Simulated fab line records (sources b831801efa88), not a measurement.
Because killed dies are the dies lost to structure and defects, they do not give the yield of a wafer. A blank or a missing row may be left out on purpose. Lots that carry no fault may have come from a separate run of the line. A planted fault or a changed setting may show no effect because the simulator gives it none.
The same fault as seen by 2 desks | flow gf180mcu | each desk holds nothing but its own numbers, with what lay behind them at the end

## THE TOOL OWNER'S DESK: pvd sputter-03
The tool's own readings at GF_CONTACT_SPUTTER_22 (material Ti, target thk 15 nm, time 80.02 s): means of the sampled wafers that have a number, for each lot that ran on this tool. Marked OUT: a lot whose mean sits more than 4 standard deviations from the usual mean, which makes it out of limits; the brackets give that distance.
Columns: A = cathode dc power W at GF_CONTACT_SPUTTER_22, usual 2500.0 W; B = substrate temp c at GF_CONTACT_SPUTTER_22, usual 200.00 C; C = throttle valve pct at GF_CONTACT_SPUTTER_22, usual 29.7 %
lot  | first seen here | A      | B      | C
L976 | day 16 03:01    | 2499.9 | 199.91 | 29.4
L993 | day 22 19:17    | 2499.8 | 199.98 | 29.6
Result from this desk: across the 2 lots, nothing is out of limits.

## METROLOGY DESK
What the gauges read for every lot (on any tool): the sampled wafers with a number, averaged. Marked OUT: a lot whose mean sits more than 4 standard deviations from the usual mean, which makes it out of limits; the brackets give that distance.
Columns: A = cd nm at GF_CONTACT_CD_MEAS_14, usual 219.8 nm; B = CONTACT_OVL at GF_CONTACT_OVL_MEAS_15, usual -4 nm
lot  | first seen here | A     | B
L976 | day 16 02:23    | 217.8 | -5
L987 | day 20 12:10    | 220.4 | -2
L993 | day 22 18:40    | 219.6 | -7
L994 | day 22 23:03    | 219.3 | -6
L999 | day 24 19:08    | 220.8 | -1
Result from this desk: across the 5 lots, nothing is out of limits.

## ALL TOGETHER
The desk of the tool owner found nothing out of limits.
From the metrology desk's view, nothing was out of limits.

## WHAT THE SIMULATOR PUT IN
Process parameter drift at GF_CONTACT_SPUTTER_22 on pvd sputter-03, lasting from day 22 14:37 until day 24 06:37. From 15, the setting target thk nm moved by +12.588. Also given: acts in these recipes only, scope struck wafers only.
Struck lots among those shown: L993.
